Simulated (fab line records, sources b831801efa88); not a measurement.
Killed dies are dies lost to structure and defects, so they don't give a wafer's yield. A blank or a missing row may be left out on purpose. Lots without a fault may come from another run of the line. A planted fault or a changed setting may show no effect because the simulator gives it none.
fab line records | flow sfq_line
record lots=6 wafers=18 last_day=100
route steps=325 shown I0@57 M1@58 I1@73
lots that met no fault: from a run of the same line without faults
start_h: hours from the record's first day to the start of the lot's first wafer shown | wait_h: hours since the lot's step before | " the same as in the row above | L1.1+2: a row that stands for several wafers | - no value, or no start given | * or withheld: withheld | < > ~ a bound
route shown NAME@n: a module of which the file shows steps, and the number in the route of the first | usual: mean/standard deviation of fault-free wafers | same: alike in all rows | chamber/n: place in a boat | sites: the reading at each site | _std_site: their standard deviation | _edge_site: outer sites' mean less inner sites' | radius_mm: how far each site lies from the wafer's centre | mask NAME#n: copy n | behind: the tool/chamber that last shaped the wafer | hold: why the lot was held/for how many hours/how that ended | device: the transistor (n, p or np) that didn't switch | end of line: the same wafers' tests at the end of the route | a step without rows: its recipe alone | killed: dies lost to structure and defects at the first sort, not the wafer's yield | map: a wafer's dies, x killed, . not, _ none there
set.NAME: the setting as run; set.NAME@STEP: as run at that earlier step | model.NAME: the simulator's own value behind a step, which no gauge read
lots at some steps of the route; a table a step, a row a wafer
services: from which hour (start_h, from the record's first day; less than 0 if before it) a tool's chamber was out of use, for how many hours, and why
## steps
# step SFQ_TRILAYER_I0_VIA_STRIP_SOLV_CLEAN_036
# recipe chemistry=NMP temp_c=70 time_s=600
# step SFQ_TRILAYER_M1_DEP_PRE_CLEAN_038
# recipe gas=Ar time_s=22.5 bias_v=250
# step SFQ_TRILAYER_M1_DEP_SPUTTER_037
# recipe material=Nb base_pressure_pa=1.33e-06 chamber_pressure_pa=0.1333 substrate_temp_c=20 resputter_cathode_voltage_v=400 target_thk_nm=200 power_w=2000 time_s=133.3
# usual throttle_valve_pct=30.2/1
# columns lot.wafer tool chamber start_h wait_h throttle_valve_pct
L890.1 pvd_sputter-03 - 428.37 0.0 29.4
L890.3 " - " " 31.0
L890.5 " - " " 30.6
L891.1 pvd_sputter-03 - 434.50 0.0 30.4
L891.4 " - " " 30.2
L891.5 " - " " 29.6
L896.3 pvd_sputter-06 - 504.24 0.0 29.9
L896.5 " - " " 29.6
L896.6 " - " " 32.6
L897.1 pvd_sputter-06 - 516.42 0.0 29.4
L897.2 " - " " 32.7
L897.5 " - " " 29.7
L908.1 pvd_sputter-04 - 604.51 0.0 28.8
L908.2 " - " " 28.9
L908.5 " - " " 29.4
L909.1 pvd_sputter-06 - 610.68 0.0 30.5
L909.5 " - " " 32.7
L909.6 " - " " 29.4
# step SFQ_M1_RS_MEAS_909
# recipe thk_meas_gauge=four-point-probe reads=Nb_of_TRILAYER_M1_DEP_SPUTTER_037
# usual M1_NB_RS=0.888/0.0097
# columns lot.wafer tool chamber start_h wait_h M1_NB_RS[ohm/sq]
L890.1 film_metro-01 - 428.47 0.1 0.871
L890.3 " - " " 0.873
L890.5 " - " " 0.877
L891.1 film_metro-03 - 434.61 0.1 0.890
L891.4 " - " " 0.893
L891.5 " - " " 0.875
L896.3 film_metro-01 - 504.37 0.1 0.886
L896.5 " - " " 0.884
L896.6 " - " " 0.895
L897.1 film_metro-01 - 516.51 0.0 0.874
L897.2 " - " " 0.877
L897.5 " - " " 0.874
L908.1 film_metro-03 - 604.60 0.0 0.890
L908.2 " - " " 0.906
L908.5 " - " " 0.895
L909.1 film_metro-01 - 610.78 0.0 0.885
L909.5 " - " " 0.884
L909.6 " - " " 0.881
# step SFQ_TRILAYER_M1_LITHO_COAT_044
# recipe resist=BARC spin_rpm=3000 resist_thk_nm=62
# step SFQ_TRILAYER_M1_LITHO_COAT_039
# recipe resist=KrF spin_rpm=3000 resist_thk_nm=600
# step SFQ_TRILAYER_M1_LITHO_SOFTBAKE_043
# recipe temp_c=withheld time_s=withheld resist=KrF
# step SFQ_TRILAYER_M1_LITHO_EXPOSE_040
# recipe mask_id=M1 na=0.6 source_shape=conventional sigma_outer=0.65 target_cd_nm=500 dose_mj=14.4
# step SFQ_TRILAYER_M1_LITHO_PEB_042
# recipe peb_temp_c=115 peb_time_s=60 resist=KrF
# step SFQ_TRILAYER_M1_LITHO_DEVELOP_041
# recipe time_s=60 resist=KrF
# step SFQ_M1_OVL_MEAS_911
# usual M1_OVL=2/4.5
# columns lot.wafer tool chamber start_h wait_h M1_OVL[nm]
L890.1 overlay-02 - 588.82 0.1 -4
L890.3 " - " " 1
L890.5 " - " " -4
L891.1 overlay-02 - 596.02 0.1 2
L891.4 " - " " -1
L891.5 " - " " 4
L896.3 overlay-01 - 665.38 0.1 9
L896.5 " - " " 10
L896.6 " - " " 7
L897.1 overlay-02 - 677.36 0.1 11
L897.2 " - " " 14
L897.5 " - " " 6
L908.1 overlay-01 - 772.76 0.1 2
L908.2 " - " " 0
L908.5 " - " " 3
L909.1 overlay-01 - 778.89 0.1 -3
L909.5 " - " " 0
L909.6 " - " " 4
# step SFQ_TRILAYER_M1_BARC_OPEN_METAL_ETCH_054
# recipe mask_material=PR chemistry=O2 target_depth_nm=125 target=BARC icp_w=600 bias_w=80 pressure_mtorr=10 time_s=41.7
# usual bias_w=80.00/0.23 chamber_pressure_mTorr=9.998/0.0092 drypump_motor_current_A=6.0/0.47 oes_product_au=0.685/0.0047
# columns lot.wafer tool chamber start_h wait_h bias_w chamber_pressure_mTorr drypump_motor_current_A oes_product_au rf_hours_counter_h model.KrF_of_TRILAYER_M1_LITHO_COAT_039.thk_nm
L890.1 rie_metal-03 1 588.86 0.0 79.64 10.001 5.3 0.691 57 525.3
L890.3 " 1 " " 79.96 10.006 5.3 0.676 - 525.1
L890.5 " 1 " " 79.71 9.996 5.3 0.696 - 524.6
L891.1 rie_metal-04 1 596.06 0.0 80.07 9.996 6.1 0.681 25 522.9
L891.4 " 1 " " 79.96 10.024 6.1 0.685 - 521.5
L891.5 " 1 " " 80.38 9.997 6.1 0.680 - 523.5
L896.3 rie_metal-04 0 665.42 0.0 79.75 9.991 6.7 0.682 - 525.5
L896.5 " 0 " " 79.70 9.999 6.7 0.682 - 525
L896.6 " 1 " " 80.01 10.008 6.1 0.689 - 526.4
L897.1 rie_metal-04 1 677.40 0.0 79.96 10.003 6.1 0.676 43 524.6
L897.2 " 0 " " 80.16 9.994 6.6 0.677 3 524.2
L897.5 " 1 " " 80.17 10.004 6.1 0.687 - 523.2
L908.1 rie_metal-02 1 772.80 0.0 - - - - - 575.1
L908.2 " 0 " " - - - - - 574.5
L908.5 " 0 " " - - - - - 575.5
L909.1 rie_metal-04 1 778.93 0.0 - - - - - 575.7
L909.5 " 0 " " - - - - - 575.1
L909.6 " 1 " " - - - - - 575.7
# step SFQ_TRILAYER_M1_ETCH_METAL_ETCH_042
# recipe target=Nb stop_on=SiO2 mask_material=PR chemistry=Cl2/Ar target_depth_nm=240 icp_w=600 bias_w=80 pressure_mtorr=10 time_s=120
# usual bias_w=79.98/0.26 chamber_pressure_mTorr=9.999/0.0089 drypump_motor_current_A=6.0/0.47 oes_product_au=0.895/0.0073
# columns lot.wafer tool chamber start_h wait_h bias_w chamber_pressure_mTorr drypump_motor_current_A oes_product_au rf_hours_counter_h model.KrF_of_TRILAYER_M1_LITHO_COAT_039.thk_nm
L890.1 rie_metal-03 1 588.92 0.0 80.33 9.997 5.2 0.909 57 386.7
L890.3 " 1 " " 80.57 9.999 5.2 0.906 - 386.1
L890.5 " 1 " " 80.63 10.007 5.3 0.898 - 386
L891.1 rie_metal-04 1 596.12 0.0 80.40 10.001 6.1 0.888 25 377
L891.4 " 1 " " 80.11 9.996 6.1 0.884 - 376.2
L891.5 " 1 " " 79.81 9.994 6.1 0.910 - 378.2
L896.3 rie_metal-04 0 665.50 0.1 80.02 10.010 6.7 0.901 - 383.6
L896.5 " 0 " " 80.02 10.011 6.7 0.900 - 383.2
L896.6 " 1 " " 79.82 10.016 6.1 0.889 - 382.4
L897.1 rie_metal-04 1 677.46 0.0 79.75 10.006 6.1 0.904 43 384
L897.2 " 0 " " 80.46 10.008 6.7 0.902 4 383.4
L897.5 " 1 " " 79.67 9.993 6.1 0.898 - 381.5
L908.1 rie_metal-02 1 772.86 0.0 80.05 9.993 6.3 0.377 23 432.4
L908.2 " 0 " " 79.50 9.983 5.6 0.375 124 432.9
L908.5 " 0 " " 79.76 10.004 5.7 0.369 - 433.4
L909.1 rie_metal-04 1 778.99 0.0 79.85 9.996 6.1 0.371 59 433.5
L909.5 " 0 " " 80.33 9.985 6.7 0.376 - 430.5
L909.6 " 1 " " 79.74 10.014 6.1 0.382 - 434.1
# step SFQ_TRILAYER_M1_STRIP_STRIP_043
# recipe gas=O2 power_w=200 platen_temp_c=40 overash_fraction=0.65 chemistry=O2 pressure_mtorr=50
# usual drypump_motor_current_A=6.0/0.47 oes_product_au=1.002/0.0086
# columns lot.wafer tool chamber start_h wait_h drypump_motor_current_A oes_product_au rf_hours_counter_h
L890.1 rie_metal-03 1 589.04 0.1 5.3 0.990 57
L890.3 " 1 " " 5.3 0.989 -
L890.5 " 1 " " 5.3 0.983 -
L891.1 rie_metal-04 1 596.24 0.1 6.1 1.008 26
L891.4 " 1 " " 6.1 1.009 -
L891.5 " 1 " " 6.1 1.007 -
L896.3 rie_metal-04 0 665.79 0.2 6.7 1.004 -
L896.5 " 0 " " 6.7 1.013 -
L896.6 " 1 " " 6.1 0.999 -
L897.1 rie_metal-04 1 677.59 0.1 6.1 1.016 44
L897.2 " 0 " " 6.7 1.003 4
L897.5 " 1 " " 6.1 1.003 -
L908.1 rie_metal-02 1 772.99 0.1 6.3 1.012 23
L908.2 " 0 " " 5.6 1.007 124
L908.5 " 0 " " 5.6 1.003 -
L909.1 rie_metal-04 1 779.11 0.1 6.1 1.001 59
L909.5 " 0 " " 6.7 1.018 -
L909.6 " 1 " " 6.1 0.997 -
# step SFQ_TRILAYER_M1_STRIP_SOLV_CLEAN_044
# recipe chemistry=NMP temp_c=70 time_s=600
# step SFQ_TRILAYER_I1_DEP_PECVD_045
# recipe material=SiO2 temp_c=150 time_s=111.11 pressure_torr=2.4 rf_w=183.3 precursor=SiH4/N2O target_thk_nm=500
# usual heater_power_w=89/9.2 throttle_valve_pct=24.9/0.98
# columns lot.wafer tool chamber start_h wait_h heater_power_w throttle_valve_pct
L890.1 pecvd-01 1 589.82 0.0 91 23.9
L890.3 " 2 " " 71 24.1
L890.5 " 2 " " 76 24.1
L891.1 pecvd-01 2 597.02 0.0 75 24.3
L891.4 " 1 " " 87 24.2
L891.5 " 2 " " 78 24.3
L896.3 pecvd-03 0 666.36 0.0 102 25.7
L896.5 " 2 " " 101 25.4
L896.6 " 0 " " 104 25.9
L897.1 pecvd-01 2 678.36 0.0 75 24.4
L897.2 " 1 " " 84 24.4
L897.5 " 1 " " 87 24.1
L908.1 pecvd-03 0 773.78 0.0 86 26.3
L908.2 " 2 " " 99 25.6
L908.5 " 0 " " 92 26.4
L909.1 pecvd-04 1 779.89 0.0 78 26.5
L909.5 " 1 " " 83 26.4
L909.6 " 0 " " 101 26.2
# step SFQ_TRILAYER_I1_CMP_CMP_046
# recipe material=SiO2 down_force_psi=3 platen_rpm=60 pad_velocity_m_s=0.94248
# usual head_pressure_psi=3.001/0.0068 motor_current_A=10.5/0.75 time_to_endpoint_s=217/8.2
# columns lot.wafer tool chamber start_h wait_h head_pressure_psi motor_current_A time_to_endpoint_s
L890.3 cmp-01 1 590.90 1.0 2.994 11.8 213
L890.1 " 2 " " 3.005 9.5 220
L890.5 " 0 592.40 2.5 3.005 10.0 224
L891.4 cmp-02 2 597.55 0.4 2.997 10.5 227
L891.1 " 1 599.05 2.0 2.999 10.5 215
L891.5 " 2 " " 3.005 10.2 227
L896.3 cmp-02 0 677.23 10.8 2.992 10.3 228
L896.6 " 3 678.73 12.3 2.989 11.3 226
L896.5 " 0 " " 3.014 10.7 225
L897.2 cmp-01 0 687.46 9.1 3.001 10.6 219
L897.1 " 3 688.96 10.6 3.005 10.1 199
L897.5 " 0 " " 3.002 9.6 231
L908.2 cmp-01 3 774.35 0.5 2.999 10.0 202
L908.1 " 1 775.35 1.5 3.003 10.8 221
L908.5 " 2 " " 2.997 8.6 227
L909.1 cmp-01 1 779.96 0.0 3.008 11.5 223
L909.6 " 1 781.96 2.0 3.011 11.8 221
L909.5 " 2 " " 3.000 9.1 222
# step SFQ_I1_BOW_MEAS_912
# recipe mode=bow
# usual I1_BOW=2/8
# columns lot.wafer tool chamber start_h wait_h I1_BOW[um]
L890.1 film_metro-03 - 592.90 1.0 4
L890.3 " - " " -5
L890.5 " - " " 0
L891.1 film_metro-04 - 600.55 1.0 -3
L891.4 " - " " -4
L891.5 " - " " 11
L896.3 film_metro-02 - 679.77 2.0 19
L896.5 " - " " -10
L896.6 " - " " 5
L897.1 film_metro-03 - 690.46 1.0 15
L897.2 " - " " 4
L897.5 " - " " 2
L908.1 film_metro-04 - 776.85 1.0 -18
L908.2 " - " " -14
L908.5 " - " " -1
L909.1 film_metro-02 - 782.96 2.5 -14
L909.5 " - " " -2
L909.6 " - " " -6
# step SFQ_TRILAYER_I1_METRO_MEASURE_047
# usual thk_nm=199.7/1.2
# columns lot.wafer tool chamber start_h wait_h thk_nm
L890.1 film_metro-03 - 593.02 0.1 199.2
L890.3 " - " " 200.3
L890.5 " - " " 199.7
L891.1 film_metro-04 - 600.67 0.1 200.9
L891.4 " - " " 200.1
L891.5 " - " " 200.1
L896.3 film_metro-02 - 680.25 0.5 200.8
L896.5 " - " " 200.6
L896.6 " - " " 200.0
L897.1 film_metro-03 - 690.58 0.1 197.6
L897.2 " - " " 200.0
L897.5 " - " " 199.2
L908.1 film_metro-04 - 776.97 0.1 200.1
L908.2 " - " " 198.7
L908.5 " - " " 200.6
L909.1 film_metro-02 - 783.08 0.1 200.8
L909.5 " - " " 200.0
L909.6 " - " " 199.3
# step SFQ_TRILAYER_I1_VIA_LITHO_COAT_054
# recipe resist=BARC spin_rpm=3000 resist_thk_nm=62
# step SFQ_TRILAYER_I1_VIA_LITHO_COAT_049
# recipe resist=KrF spin_rpm=3000 resist_thk_nm=650
# step SFQ_TRILAYER_I1_VIA_LITHO_SOFTBAKE_053
# recipe temp_c=withheld time_s=withheld resist=KrF
# step SFQ_TRILAYER_I1_VIA_LITHO_EXPOSE_050
# recipe mask_id=I1 na=0.6 source_shape=conventional sigma_outer=0.65 target_cd_nm=500 dose_mj=21.3
# usual exposure_dose_mJ_cm2=21.301/0.024 focus_offset_nm=0.0/0.55
# columns lot.wafer tool chamber start_h wait_h mask exposure_dose_mJ_cm2 focus_offset_nm
L890.1 krf_scanner-02 0 762.60 - I1#0 21.289 0.6
L890.3 " 0 " " I1#0 21.258 -0.7
L890.5 " 0 " " I1#0 21.269 0.6
L891.1 krf_scanner-02 0 767.40 - I1#0 21.297 0.0
L891.4 " 0 " " I1#0 21.304 0.3
L891.5 " 0 " " I1#0 21.284 0.3
L896.3 krf_scanner-01 0 831.19 - I1#0 21.316 0.4
L896.5 " 0 " " I1#0 21.319 -0.4
L896.6 " 0 " " I1#0 21.326 -0.3
L897.1 krf_scanner-01 0 841.59 - I1#0 21.295 0.6
L897.2 " 0 " " I1#0 21.268 0.0
L897.5 " 0 " " I1#0 21.303 -0.4
L908.1 krf_scanner-02 - 925.71 - I1#0 - -
L908.2 " - " " I1#0 - -
L908.5 " - " " I1#0 - -
L909.1 krf_scanner-02 - 930.51 - I1#0 - -
L909.5 " - " " I1#0 - -
L909.6 " - " " I1#0 - -
# step SFQ_TRILAYER_I1_VIA_LITHO_PEB_052
# recipe peb_temp_c=115 peb_time_s=60 resist=KrF
# step SFQ_TRILAYER_I1_VIA_LITHO_DEVELOP_051
# recipe time_s=60 resist=KrF
# step SFQ_I1_OVL_MEAS_913
# usual I1_OVL=0/5
# columns lot.wafer tool chamber start_h wait_h I1_OVL[nm]
L890.1 overlay-01 - 764.10 0.1 -2
L890.3 " - " " -2
L890.5 " - " " -1
L891.1 overlay-01 - 768.90 0.1 -4
L891.4 " - " " -4
L891.5 " - " " 1
L896.3 overlay-01 - 832.30 0.1 -5
L896.5 " - " " 0
L896.6 " - " " -2
L897.1 overlay-02 - 843.09 0.1 8
L897.2 " - " " 6
L897.5 " - " " 9
L908.1 overlay-02 - 927.21 0.1 -
L908.2 " - " " -
L908.5 " - " " -
L909.1 overlay-01 - 932.01 0.1 -
L909.5 " - " " -
L909.6 " - " " -
# step SFQ_TRILAYER_I1_VIA_BARC_OPEN_VIA_ETCH_071
# recipe mask_material=PR chemistry=O2 target_depth_nm=125 target=BARC source_w=500 bias_w=80 pressure_mtorr=30 time_s=41.7
# step SFQ_TRILAYER_I1_VIA_ETCH_VIA_ETCH_052
# recipe target=SiO2 stop_on=Nb mask_material=PR taper_deg=20 chemistry=CHF3 target_depth_nm=260 source_w=500 bias_w=80 pressure_mtorr=30 time_s=withheld
# usual bias_w=79.95/0.2 chamber_pressure_mTorr=29.999/0.026 drypump_motor_current_A=5.8/0.43 oes_product_au=0.854/0.0054
# columns lot.wafer tool chamber start_h wait_h bias_w chamber_pressure_mTorr drypump_motor_current_A oes_product_au
L890.1 rie_diel-01 0 764.18 0.0 79.92 29.987 5.9 0.857
L890.3 " 1 " " 80.10 30.023 6.1 0.855
L890.5 " 0 " " 80.21 29.947 5.9 0.859
L891.1 rie_diel-03 0 768.98 0.0 79.82 30.022 5.4 0.858
L891.4 " 2 " " 80.42 29.956 5.4 0.847
L891.5 " 0 " " 80.19 29.996 5.4 0.858
L896.3 rie_diel-01 2 832.36 0.0 80.12 30.024 5.4 0.863
L896.5 " 2 " " 79.73 30.013 5.4 0.862
L896.6 " 1 " " 79.99 30.012 6.1 0.860
L897.1 rie_diel-03 3 843.16 0.0 79.68 30.012 5.0 0.845
L897.2 " 1 " " 80.12 29.960 6.5 0.856
L897.5 " 3 " " 79.54 29.957 5.1 0.849
L908.1 rie_diel-03 1 927.29 0.0 80.08 29.976 6.5 0.370
L908.2 " 2 " " 79.59 30.041 5.4 0.382
L908.5 " 0 " " 80.26 29.975 5.4 0.373
L909.1 rie_diel-04 1 932.09 0.0 79.91 29.977 6.0 0.379
L909.5 " 2 " " 79.81 29.993 5.6 0.377
L909.6 " 1 " " 80.19 30.033 6.0 0.375
# step SFQ_TRILAYER_I1_VIA_STRIP_STRIP_053
# recipe gas=O2 power_w=200 platen_temp_c=40 overash_fraction=0.65 chemistry=O2 pressure_mtorr=50
## services
# columns tool chamber start_h hours kind
cmp-01 - 405.02 4.0 pm
krf_scanner-02 - 445.80 0.8 pm
cmp-01 - 448.46 1.0 repair
rie_metal-04 1 449.75 16.4 repair
cmp-01 - 483.32 12.1 pm
cmp-01 - 496.06 0.5 repair
rie_metal-04 - 516.01 0.2 repair
krf_scanner-02 - 546.15 1.3 pm
rie_metal-04 1 550.33 1.0 repair
krf_scanner-02 - 566.80 1.0 pm
krf_scanner-02 - 577.10 1.1 repair
cmp-01 - 610.96 17.5 repair
krf_scanner-02 - 614.02 0.8 pm
cmp-01 - 628.45 5.0 pm
krf_scanner-02 - 631.69 0.8 pm
krf_scanner-02 - 640.55 5.2 repair
rie_metal-04 - 643.40 0.5 repair
krf_scanner-02 - 651.53 4.2 repair
cmp-01 - 692.46 0.6 repair
cmp-01 - 697.03 3.8 repair
cmp-01 - 712.88 7.0 pm
krf_scanner-02 - 716.51 36.0 pm
cmp-01 - 745.02 4.0 pm
rie_metal-04 - 923.56 1.4 pm
## key
first_sign step=SFQ_TRILAYER_M1_BARC_OPEN_METAL_ETCH_054 reading=tool_record direction=missing
effect step=SFQ_TRILAYER_M1_ETCH_METAL_ETCH_042 reading=oes_product_au direction=down sigmas=71 usual=0.895 struck=0.375
effect step=SFQ_TRILAYER_I1_VIA_LITHO_EXPOSE_050 reading=tool_record direction=missing
effect step=SFQ_I1_OVL_MEAS_913 reading=I1_OVL direction=missing
effect step=SFQ_TRILAYER_I1_VIA_ETCH_VIA_ETCH_052 reading=oes_product_au direction=down sigmas=88 usual=0.854 struck=0.376
model_effect step=SFQ_TRILAYER_M1_BARC_OPEN_METAL_ETCH_054 value=KrF_of_TRILAYER_M1_LITHO_COAT_039.thk_nm without=523.1 struck=575.3
model_effect step=SFQ_TRILAYER_M1_ETCH_METAL_ETCH_042 value=KrF_of_TRILAYER_M1_LITHO_COAT_039.thk_nm without=380.6 struck=432.8
met_at SFQ_TRILAYER_M1_BARC_OPEN_METAL_ETCH_054
struck_wafers L908.1,L908.2,L908.5,L909.1,L909.5,L909.6
onset_between 677.40 772.80
fault kind=skipped_step_whole tool=rie_metal-02,rie_metal-04 chamber=- onset_h=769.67 steps=SFQ_TRILAYER_M1_BARC_OPEN_METAL_ETCH_054 scope=struck_lots_only
